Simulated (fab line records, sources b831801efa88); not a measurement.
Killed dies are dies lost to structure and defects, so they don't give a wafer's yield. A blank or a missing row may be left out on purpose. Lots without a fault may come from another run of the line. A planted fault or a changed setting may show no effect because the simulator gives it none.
Problem report in the 8D (eight disciplines) form, filled by code | flow gf180mcu | the parts of the form that need people (team, actions taken, sign-off) are left out

1. THE PROBLEM
rf_fwd_power_W at GF_POLY_GATE_ETCH_12 reads a mean of 414.8 W on 9 wafers of 3 lots; wafers without a fault read 495.6 W with a standard deviation of 2. That is -40 standard deviations from the usual mean.
The step: etches BARC in N2/H2.
First seen on wafer L467.2, day 13 11:04, on rie_diel-03. The record holds 39 wafers of 13 lots with a number at this step. Rule for "out", or "out of limits": more than 4 standard deviations from the usual mean. The other wafers with a number count as sound.

2. WHAT IT IS AND WHAT IT IS NOT
question                    | is                     | is not
which readings at this step | rf_fwd_power_W         | drypump_motor_current_A, oes_product_au, throttle_valve_pct
which lots                  | L467, L468, L469       | L451, L452, L453, L454, L456, L457, L459, L463, L464, L472
which wafers of those lots  | all that have a number | -
read on which tools         | rie_diel-03            | rie_diel-02, rie_diel-04
when                        | from day 13 11:04      | up to then (27 sound wafers); but 3 sound wafers of L472 came after

3. SUSPECTS, AND WHAT RULES EACH OUT
Counting: a tool at a process step up to the reading stays a suspect if it ran every lot that is out and no sound lot after the first of them.
- rie_diel-03 at GF_POLY_GATE_ETCH_12 (etches BARC in N2/H2): kept. It ran every lot that is out, first L467 (day 13 11:04), and no sound lot after that; its last sound lot up to then is L464 (day 12 17:43). Its own readings are out on those wafers: rf_fwd_power_W.
Left after counting: rie_diel-03 at GF_POLY_GATE_ETCH_12.

4. THE CAUSE (what the simulator had put in)
Process parameter drift: rie_diel-03, from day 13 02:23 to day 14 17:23, at GF_POLY_GATE_ETCH_12. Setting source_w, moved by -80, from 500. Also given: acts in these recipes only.
Counting left only this tool.

5. THE CHAIN OF EFFECTS, in route order
Each row: a reading whose mean over the struck wafers that have a number lies more than 3 standard deviations from the usual. Only readings for which the record gives a usual standard deviation are gone through. hours: the time from each lot's start at the first step in this table that gives one to its start at this step, as a median over the lots. sigmas: the change in usual standard deviations.
hours | step                 | reading        | usual   | on struck wafers | change | sigmas
0     | GF_POLY_GATE_ETCH_12 | rf_fwd_power_W | 495.6 W | 414.8            | -80.8  | -40
The process steps in it:
- GF_POLY_GATE_ETCH_12: etches BARC in N2/H2.
Later measuring or inspecting steps at which every struck wafer that the step has a row for has a number for every such reading, and none has moved that far: GF_HV_LDD_THK_MEAS_57, GF_PSD_TW_MEAS_11.

6. WHAT WOULD HAVE CAUGHT IT SOONER
In this record the first reading out of limits was taken at day 13 11:04, 9 hours after the fault began at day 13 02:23.
